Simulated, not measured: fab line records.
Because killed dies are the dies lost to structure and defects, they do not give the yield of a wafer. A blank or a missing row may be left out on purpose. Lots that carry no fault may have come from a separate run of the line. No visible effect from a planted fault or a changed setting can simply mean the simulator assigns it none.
Matching of chambers ; flow sfq-line ; cmp-02 running SFQ_TRILAYER_I3_CMP_CMP_082: 4 sister chambers
The step polishes SiO2. 8 wafers are shown with their chamber, then 7 later ones without.

WAFERS, EACH WITH ITS CHAMBER
wafer;chamber;motor-current-A (A);platen-rpm (rpm)
L525.6;0;10.7;60.05
L528.2;3;7.8;60.00
L531.1;3;7.8;59.98
L531.5;0;10.4;60.04
L537.3;2;9.6;60.01
L537.6;1;10.8;60.05
L542.1;2;9.7;60.06
L542.4;1;10.2;59.93

WAFERS WITH NO CHAMBER GIVEN
wafer;motor-current-A (A);platen-rpm (rpm)
L542.5;11.4;60.00
L546.3;7.4;59.96
L546.4;11.4;59.98
L546.5;10.9;60.00
L548.2;10.3;60.01
L548.3;10.0;60.01
L548.6;11.2;60.01

EACH ONE'S CHAMBER
wafer;from the rows above;in truth
L542.5;can't be placed: 0 or 1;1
L546.3;3;3
L546.4;can't be placed: 1 or 0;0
L546.5;can't be placed: 1 or 0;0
L548.2;can't be placed: 1 or 0 or 2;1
L548.3;can't be placed: 2 or 1 or 0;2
L548.6;can't be placed: 0 or 1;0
1 of 7 placed correctly. Not placeable from these rows: 6 (in 6, the candidates include the true chamber). Number placed wrongly: 0.
How it was worked out, from the rows above alone: a wafer's distance from a chamber is the root of the sum, over the readings, of the square of ((its reading less the chamber's mean) divided by the reading's scatter). If the next closest chamber is less than 2 further off than the closest, the wafer can't be placed; otherwise it belongs to the closest. For every chamber, the mean is computed from those of its wafers that are shown. The scatter: the root of (the sum of the squares of (reading less its chamber's mean) over the shown wafers, divided by (wafers less chambers)).
